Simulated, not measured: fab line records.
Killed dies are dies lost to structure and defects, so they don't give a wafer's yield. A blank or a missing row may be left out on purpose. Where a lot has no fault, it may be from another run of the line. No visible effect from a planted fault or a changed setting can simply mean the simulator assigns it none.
Matching of chambers :: flow sky130 :: SKY_METAL3_ETCH_17 on rieDiel-02: 4 sister chambers
The step etches SiO2 in C4F8/O2/Ar, stops on TiN, time 3.9 s, target depth 15 nm. 24 wafers are shown with their chamber, then 12 later ones without.

## WAFERS, EACH WITH ITS CHAMBER
wafer: L075.1
chamber: 2
oesProductAu (a.u.): 0.746

wafer: L075.3
chamber: 3
oesProductAu (a.u.): 0.747

wafer: L075.6
chamber: 1
oesProductAu (a.u.): 0.766

wafer: L076.4
chamber: 2
oesProductAu (a.u.): 0.747

wafer: L076.5
chamber: 3
oesProductAu (a.u.): 0.750

wafer: L076.6
chamber: 0
oesProductAu (a.u.): 0.735

wafer: L082.1
chamber: 2
oesProductAu (a.u.): 0.752

wafer: L082.3
chamber: 3
oesProductAu (a.u.): 0.752

wafer: L082.6
chamber: 2
oesProductAu (a.u.): 0.755

wafer: L083.1
chamber: 2
oesProductAu (a.u.): 0.756

wafer: L083.2
chamber: 3
oesProductAu (a.u.): 0.745

wafer: L083.3
chamber: 1
oesProductAu (a.u.): 0.752

wafer: L083.4
chamber: 0
oesProductAu (a.u.): 0.752

wafer: L083.5
chamber: 3
oesProductAu (a.u.): 0.746

wafer: L083.6
chamber: 0
oesProductAu (a.u.): 0.761

wafer: L085.1
chamber: 1
oesProductAu (a.u.): 0.750

wafer: L085.4
chamber: 3
oesProductAu (a.u.): 0.746

wafer: L085.5
chamber: 2
oesProductAu (a.u.): 0.753

wafer: L086.2
chamber: 2
oesProductAu (a.u.): 0.758

wafer: L086.3
chamber: 1
oesProductAu (a.u.): 0.745

wafer: L086.4
chamber: 2
oesProductAu (a.u.): 0.748

wafer: L087.1
chamber: 2
oesProductAu (a.u.): 0.758

wafer: L087.3
chamber: 1
oesProductAu (a.u.): 0.751

wafer: L087.4
chamber: 1
oesProductAu (a.u.): 0.753

SIGNATURES (averages over the wafers above)
reading: oesProductAu
chamber 0: 0.74933
chamber 1: 0.75283
chamber 2: 0.75256
chamber 3: 0.74767
scatter within a chamber: 0.00634
Rule: for a wafer and a chamber, the distance is found by dividing, reading by reading, the gap between the wafer's reading and the chamber's mean by the reading's scatter, squaring, summing and taking the root. If the next closest chamber is less than 2 further off than the closest, the wafer can't be placed; otherwise it belongs to the closest. The scatter: take each reading less its chamber's mean, square it, sum over the shown wafers, divide by the number of wafers less the number of chambers, and take the root.

## WAFERS WITH NO CHAMBER GIVEN
wafer: L089.1
oesProductAu (a.u.): 0.751

wafer: L089.2
oesProductAu (a.u.): 0.744

wafer: L089.3
oesProductAu (a.u.): 0.760

wafer: L089.4
oesProductAu (a.u.): 0.756

wafer: L089.5
oesProductAu (a.u.): 0.742

wafer: L089.6
oesProductAu (a.u.): 0.747

wafer: L090.2
oesProductAu (a.u.): 0.749

wafer: L090.3
oesProductAu (a.u.): 0.753

wafer: L090.4
oesProductAu (a.u.): 0.753

wafer: L094.2
oesProductAu (a.u.): 0.763

wafer: L094.3
oesProductAu (a.u.): 0.751

wafer: L094.5
oesProductAu (a.u.): 0.766

## WHICH CHAMBER EACH ONE RAN IN
wafer: L089.1
from the rows above: can't be placed: 2 or 0 or 1 or 3
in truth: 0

wafer: L089.2
from the rows above: can't be placed: 3 or 0 or 2 or 1
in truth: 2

wafer: L089.3
from the rows above: can't be placed: 1 or 2 or 0 or 3
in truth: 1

wafer: L089.4
from the rows above: can't be placed: 1 or 2 or 0 or 3
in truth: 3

wafer: L089.5
from the rows above: can't be placed: 3 or 0 or 2 or 1
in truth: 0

wafer: L089.6
from the rows above: can't be placed: 3 or 0 or 2 or 1
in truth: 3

wafer: L090.2
from the rows above: can't be placed: 0 or 3 or 2 or 1
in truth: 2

wafer: L090.3
from the rows above: can't be placed: 1 or 2 or 0 or 3
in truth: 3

wafer: L090.4
from the rows above: can't be placed: 1 or 2 or 0 or 3
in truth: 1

wafer: L094.2
from the rows above: can't be placed: 1 or 2 or 0 or 3
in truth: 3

wafer: L094.3
from the rows above: can't be placed: 2 or 0 or 1 or 3
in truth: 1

wafer: L094.5
from the rows above: can't be placed: 1 or 2 or 0 or 3
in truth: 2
0 of 12 placed correctly. Not placeable from these rows: 12 (in 12, the candidates include the true chamber). Number placed wrongly: 0.
